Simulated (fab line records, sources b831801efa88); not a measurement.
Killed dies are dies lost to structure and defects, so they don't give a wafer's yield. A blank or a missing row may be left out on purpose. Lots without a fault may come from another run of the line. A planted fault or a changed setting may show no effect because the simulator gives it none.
Which tool did it? | flow sky130 | 24 lots, 72 wafers sampled, at 6 steps of a route of 708

WHAT THE GAUGES READ, wafer by wafer
SKY_LI_CONTACT_BOW_MEAS_03. Usual: LI_CONTACT_BOW 55 um, standard deviation 6.8.
lot  | measured     | on            | LI_CONTACT_BOW (um) | flag
L074 | day 27 22:03 | film_metro-02 | 48 49 56            |
L075 | day 28 01:16 | film_metro-02 | 53 57 48            |
L076 | day 28 19:01 | film_metro-04 | 50 55 61            |
L077 | day 29 08:33 | film_metro-01 | 53 59 64            |
L078 | day 29 10:55 | film_metro-04 | 51 43 68            |
L079 | day 30 00:26 | film_metro-01 | 53 56 56            |
L080 | day 30 08:19 | film_metro-04 | 43 57 48            |
L081 | day 31 00:54 | film_metro-01 | 48 55 64            |
L082 | day 31 01:10 | film_metro-01 | 58 68 50            |
L083 | day 31 08:28 | film_metro-04 | 64 54 58            |
L084 | day 31 16:04 | film_metro-02 | 47 61 58            |
L085 | day 32 04:18 | film_metro-04 | 58 52 67            |
L086 | day 32 17:51 | film_metro-04 | 56 62 62            |
L087 | day 32 18:25 | film_metro-02 | 48 46 58            |
L088 | day 33 10:22 | film_metro-01 | 61 57 42            |
L090 | day 33 14:28 | film_metro-02 | 60 60 58            |
L089 | day 33 15:37 | film_metro-02 | 60 61 52            |
L091 | day 33 18:58 | film_metro-04 | 57 54 63            |
L092 | day 34 04:51 | film_metro-04 | 53 59 46            |
L093 | day 34 09:47 | film_metro-02 | 49 55 55            |
L095 | day 34 21:17 | film_metro-04 | 47 66 55            |
L094 | day 35 05:05 | film_metro-02 | 54 66 53            |
L097 | day 35 11:17 | film_metro-04 | 51 67 48            |
L096 | day 35 12:09 | film_metro-01 | 56 53 54            |

SKY_CONTACT_OVL_MEAS_15. Usual: CONTACT_OVL -4 nm, standard deviation 5.1.
lot  | measured     | on         | CONTACT_OVL (nm) | flag
L074 | day 31 14:07 | overlay-02 | -1 -8 1          |
L075 | day 31 17:34 | overlay-01 | -2 -2 -4         |
L076 | day 32 10:15 | overlay-02 | -7 -1 -2         |
L077 | day 32 23:04 | overlay-02 | -8 -4 -7         |
L078 | day 33 01:18 | overlay-02 | -12 -3 -3        |
L079 | day 33 14:14 | overlay-01 | -3 -10 1         |
L080 | day 33 21:56 | overlay-01 | -2 2 4           |
L081 | day 34 12:58 | overlay-02 | -9 1 5           |
L082 | day 34 14:31 | overlay-01 | -8 -6 -12        |
L083 | day 34 20:14 | overlay-02 | -5 1 -8          |
L084 | day 35 03:37 | overlay-01 | -3 -3 3          |
L085 | day 35 13:22 | overlay-02 | -6 -3 -4         |
L086 | day 36 03:55 | overlay-02 | 3 -6 -3          |
L087 | day 36 04:34 | overlay-01 | -14 -6 -9        |
L088 | day 36 19:12 | overlay-01 | 0 0 -13          |
L090 | day 36 23:47 | overlay-01 | -5 1 -8          |
L089 | day 37 01:48 | overlay-01 | -2 -5 -3         |
L091 | day 37 03:49 | overlay-02 | -13 -16 -2       |
L092 | day 37 15:19 | overlay-01 | -3 6 -11         |
L093 | day 37 19:39 | overlay-02 | -7 -11 -5        |
L095 | day 38 05:16 | overlay-02 | -5 -3 -9         |
L094 | day 38 13:11 | overlay-01 | -6 -2 -8         |
L097 | day 38 20:37 | overlay-02 | -3 -7 -4         |
L096 | day 38 21:38 | overlay-02 | -8 -7 -6         |

SKY_PAD_OPEN_BOW_MEAS_13. Usual: PAD_OPEN_BOW 46 um, standard deviation 8.6.
lot  | measured     | on            | PAD_OPEN_BOW (um) | flag
L074 | day 45 17:08 | film_metro-03 | 46 46 52          |
L075 | day 45 21:06 | film_metro-03 | 51 56 45          |
L076 | day 46 10:30 | film_metro-02 | 48 53 59          |
L077 | day 46 19:05 | film_metro-01 | 49 53 58          |
L078 | day 46 22:17 | film_metro-03 | 34 27 51          |
L079 | day 47 07:01 | film_metro-03 | 41 44 43          |
L080 | day 47 12:45 | film_metro-01 | 37 50 39          |
L081 | day 48 00:38 | film_metro-01 | 40 47 60          |
L082 | day 48 01:10 | film_metro-03 | 56 67 50          |
L083 | day 48 07:07 | film_metro-01 | 53 44 47          |
L084 | day 48 11:51 | film_metro-01 | 45 59 57          |
L085 | day 48 14:33 | film_metro-02 | 45 38 51          |
L086 | day 49 02:13 | film_metro-02 | 31 40 39          |
L087 | day 49 03:31 | film_metro-03 | 38 34 46          |
L088 | day 49 15:16 | film_metro-03 | 48 44 31          |
L090 | day 49 16:58 | film_metro-03 | 49 51 48          |
L089 | day 49 19:35 | film_metro-02 | 40 42 32          |
L091 | day 49 22:31 | film_metro-01 | 43 44 50          |
L092 | day 50 04:23 | film_metro-03 | 46 54 38          |
L093 | day 50 06:01 | film_metro-01 | 41 46 49          |
L095 | day 50 15:51 | film_metro-01 | 42 60 50          |
L094 | day 50 17:40 | film_metro-03 | 49 65 52          |
L097 | day 50 22:52 | film_metro-03 | 35 48 32          |
L096 | day 51 01:42 | film_metro-03 | 42 42 41          |

WHICH TOOL RAN EACH LOT (tool, then ch and the chambers of the sampled wafers, then the start)
lot  | SKY_METAL3_STRIP_19                  | SKY_VIA4_CVD_18               | SKY_PASSIVATION_STRIP_12
L074 | plasma_asher-01 ch 0,1, day 38 12:59 | cvd_w-01 ch 0, day 42 19:32   | plasma_asher-02 ch 0, day 44 17:56
L075 | plasma_asher-03 ch 1, day 38 16:29   | cvd_w-01 ch 0,1, day 42 22:05 | plasma_asher-04 ch 0,1, day 44 20:59
L076 | plasma_asher-04 ch 0,1, day 39 08:00 | cvd_w-01 ch 0,1, day 43 13:40 | plasma_asher-02 ch 0,1, day 45 11:19
L077 | plasma_asher-01 ch 0,1, day 39 19:40 | cvd_w-01 ch 0,1, day 43 23:17 | plasma_asher-04 ch 0,1, day 45 20:38
L078 | plasma_asher-01 ch 0,1, day 39 21:35 | cvd_w-01 ch 0, day 44 02:55   | plasma_asher-04 ch 0,1, day 45 23:44
L079 | plasma_asher-04 ch 0,1, day 40 08:20 | cvd_w-01 ch 0,1, day 44 11:44 | plasma_asher-01 ch 0,1, day 46 08:47
L080 | plasma_asher-03 ch 0,1, day 40 15:29 | cvd_w-02 ch 0,1, day 44 18:13 | plasma_asher-04 ch 0,1, day 46 14:11
L081 | plasma_asher-04 ch 0,1, day 41 06:26 | cvd_w-02 ch 0,1, day 45 07:37 | plasma_asher-01 ch 0,1, day 47 02:41
L082 | plasma_asher-03 ch 0,1, day 41 08:32 | cvd_w-02 ch 0,1, day 45 08:37 | plasma_asher-04 ch 0,1, day 47 03:16
L083 | plasma_asher-01 ch 0,1, day 41 12:17 | cvd_w-02 ch 0,1, day 45 14:07 | plasma_asher-02 ch 0,1, day 47 09:19
L084 | plasma_asher-03 ch 0,1, day 41 19:39 | cvd_w-01 ch 0,1, day 45 19:22 | plasma_asher-02 ch 0,1, day 47 13:58
L085 | plasma_asher-03 ch 0,1, day 42 02:14 | cvd_w-01 ch 0,1, day 46 00:01 | plasma_asher-04 ch 0, day 47 17:19
L086 | plasma_asher-01 ch 0,1, day 42 14:59 | cvd_w-01 ch 0,1, day 46 12:25 | plasma_asher-01 ch 0,1, day 48 05:49
L087 | plasma_asher-03 ch 0, day 42 16:04   | cvd_w-02 ch 0,1, day 46 13:00 | plasma_asher-02 ch 0,1, day 48 06:52
L088 | plasma_asher-04 ch 0,1, day 43 07:29 | cvd_w-01 ch 0,1, day 47 02:28 | plasma_asher-02 ch 0,1, day 48 18:58
L090 | plasma_asher-04 ch 0,1, day 43 11:37 | cvd_w-01 ch 0,1, day 47 05:26 | plasma_asher-02 ch 0,1, day 48 21:05
L089 | plasma_asher-01 ch 0,1, day 43 14:13 | cvd_w-01 ch 0,1, day 47 08:06 | plasma_asher-04 ch 0,1, day 49 00:07
L091 | plasma_asher-01 ch 0,1, day 43 16:19 | cvd_w-01 ch 0,1, day 47 11:36 | plasma_asher-02 ch 0,1, day 49 03:01
L092 | plasma_asher-03 ch 0,1, day 44 02:09 | cvd_w-02 ch 0,1, day 47 18:19 | plasma_asher-04 ch 0,1, day 49 09:47
L093 | plasma_asher-01 ch 0,1, day 44 03:17 | cvd_w-01 ch 0,1, day 47 20:49 | plasma_asher-01 ch 0,1, day 49 11:25
L095 | plasma_asher-03 ch 0, day 44 16:34   | cvd_w-02 ch 0,1, day 48 07:28 | plasma_asher-02 ch 0,1, day 49 21:23
L094 | plasma_asher-04 ch 0,1, day 44 20:20 | cvd_w-01 ch 0,1, day 48 12:05 | plasma_asher-02 ch 0, day 50 00:23
L097 | plasma_asher-03 ch 0,1, day 45 02:17 | cvd_w-02 ch 0,1, day 48 16:50 | plasma_asher-02 ch 0,1, day 50 04:38
L096 | plasma_asher-01 ch 0,1, day 45 03:40 | cvd_w-01 ch 0,1, day 48 18:28 | plasma_asher-01 ch 0,1, day 50 08:05
- SKY_METAL3_STRIP_19: strips in O2/N2.
- SKY_VIA4_CVD_18: deposits W, target thk 505 nm, time 152.14 s.
- SKY_PASSIVATION_STRIP_12: strips in O2/N2.

WHAT THE TOOLS THEMSELVES READ (means of the sampled wafers that have a number; where no wafer has one, the mark that the record gives instead)
SKY_METAL3_STRIP_19. Usual: drypump_motor_current_A 5.6 A, standard deviation 0.45; oes_product_au 0.501 a.u., standard deviation 0.0059; strip_time_to_endpoint_s 6.49 s, standard deviation 0.094.
lot  | tool            | drypump_motor_current_A (A) | oes_product_au (a.u.) | strip_time_to_endpoint_s (s) | flag
L074 | plasma_asher-01 | 5.6                         | 0.504                 | 6.57                         |
L075 | plasma_asher-03 | 5.1                         | 0.503                 | 6.56                         |
L076 | plasma_asher-04 | 5.7                         | 0.498                 | 6.47                         |
L077 | plasma_asher-01 | 5.9                         | 0.505                 | 6.51                         |
L078 | plasma_asher-01 | 5.6                         | 0.502                 | 6.54                         |
L079 | plasma_asher-04 | 6.0                         | 0.498                 | 6.38                         |
L080 | plasma_asher-03 | 5.4                         | 0.499                 | 6.45                         |
L081 | plasma_asher-04 | 6.0                         | 0.505                 | 6.55                         |
L082 | plasma_asher-03 | 5.4                         | 0.498                 | 6.52                         |
L083 | plasma_asher-01 | 5.9                         | 0.501                 | 6.49                         |
L084 | plasma_asher-03 | 5.3                         | 0.500                 | 6.47                         |
L085 | plasma_asher-03 | 5.4                         | 0.503                 | 6.51                         |
L086 | plasma_asher-01 | 5.9                         | 0.502                 | 6.59                         |
L087 | plasma_asher-03 | 5.6                         | 0.509                 | 6.59                         |
L088 | plasma_asher-04 | 6.0                         | 0.501                 | 6.48                         |
L090 | plasma_asher-04 | 5.7                         | 0.498                 | 6.45                         |
L089 | plasma_asher-01 | 5.8                         | 0.500                 | 6.45                         |
L091 | plasma_asher-01 | 5.8                         | 0.502                 | 6.49                         |
L092 | plasma_asher-03 | 5.3                         | 0.503                 | 6.45                         |
L093 | plasma_asher-01 | 5.6                         | 0.503                 | 6.50                         |
L095 | plasma_asher-03 | 5.6                         | 0.503                 | 6.54                         |
L094 | plasma_asher-04 | 5.7                         | 0.492                 | 6.41                         |
L097 | plasma_asher-03 | 5.3                         | 0.492                 | 6.32                         |
L096 | plasma_asher-01 | 5.9                         | 0.498                 | 6.40                         |

SKY_VIA4_CVD_18. Usual: heater_power_w 871 W, standard deviation 58.
lot  | tool     | heater_power_w (W) | flag
L074 | cvd_w-01 | 857                |
L075 | cvd_w-01 | 826                |
L076 | cvd_w-01 | 832                |
L077 | cvd_w-01 | 842                |
L078 | cvd_w-01 | 876                |
L079 | cvd_w-01 | 825                |
L080 | cvd_w-02 | 941                |
L081 | cvd_w-02 | 932                |
L082 | cvd_w-02 | 928                |
L083 | cvd_w-02 | 945                |
L084 | cvd_w-01 | 837                |
L085 | cvd_w-01 | 832                |
L086 | cvd_w-01 | 821                |
L087 | cvd_w-02 | 953                |
L088 | cvd_w-01 | 847                |
L090 | cvd_w-01 | 839                |
L089 | cvd_w-01 | 830                |
L091 | cvd_w-01 | 848                |
L092 | cvd_w-02 | 950                |
L093 | cvd_w-01 | 847                |
L095 | cvd_w-02 | 958                |
L094 | cvd_w-01 | 836                |
L097 | cvd_w-02 | 938                |
L096 | cvd_w-01 | 831                |

SKY_PASSIVATION_STRIP_12. Usual: drypump_motor_current_A 5.8 A, standard deviation 0.5; oes_product_au 0.662 a.u., standard deviation 0.0049; strip_time_to_endpoint_s 31.56 s, standard deviation 0.13.
lot  | tool            | drypump_motor_current_A (A) | oes_product_au (a.u.) | strip_time_to_endpoint_s (s) | flag
L074 | plasma_asher-02 | 5.3                         | 0.664                 | 31.54                        |
L075 | plasma_asher-04 | 5.7                         | 0.663                 | 31.36                        |
L076 | plasma_asher-02 | 6.0                         | 0.660                 | 31.40                        |
L077 | plasma_asher-04 | 6.0                         | 0.664                 | 31.45                        |
L078 | plasma_asher-04 | 6.0                         | 0.664                 | 31.63                        |
L079 | plasma_asher-01 | 5.8                         | 0.660                 | 31.55                        |
L080 | plasma_asher-04 | 5.7                         | 0.662                 | 31.72                        |
L081 | plasma_asher-01 | 5.8                         | 0.662                 | 31.54                        |
L082 | plasma_asher-04 | 5.7                         | 0.665                 | 31.72                        |
L083 | plasma_asher-02 | 6.0                         | 0.666                 | 31.66                        |
L084 | plasma_asher-02 | 6.0                         | 0.657                 | 31.45                        |
L085 | plasma_asher-04 | 5.3                         | 0.662                 | 31.52                        |
L086 | plasma_asher-01 | 5.8                         | 0.657                 | 31.68                        |
L087 | plasma_asher-02 | 6.0                         | 0.662                 | 31.51                        |
L088 | plasma_asher-02 | 5.6                         | 0.663                 | 31.61                        |
L090 | plasma_asher-02 | 5.6                         | 0.658                 | 31.81                        |
L089 | plasma_asher-04 | 6.0                         | 0.656                 | 31.51                        |
L091 | plasma_asher-02 | 5.6                         | 0.662                 | 31.45                        |
L092 | plasma_asher-04 | 5.7                         | 0.665                 | 31.63                        |
L093 | plasma_asher-01 | 5.6                         | 0.663                 | 31.61                        |
L095 | plasma_asher-02 | 5.7                         | 0.664                 | 31.54                        |
L094 | plasma_asher-02 | 5.4                         | 0.663                 | 31.60                        |
L097 | plasma_asher-02 | 6.0                         | 0.664                 | 31.43                        |
L096 | plasma_asher-01 | 5.6                         | 0.663                 | 31.61                        |

THE ANSWER, worked out from the rows above alone
Rule: a lot is off if the mean of its wafers that have a number lies more than 3 standard deviations from the usual mean. A lot without any number at a reading at which 4 lots or more have one is off too. The other lots that the step has rows for count as sound. The gauges are gone through in route order, then the tools' own readings, and for those a lot's mean is taken as printed above. The first step at which some lot is off is used, and at that step the reading that is off furthest; a lot without a number counts as furthest.
No lot is off at any reading shown: from this, nothing can be told.

WHAT THE SIMULATOR HAD PUT IN
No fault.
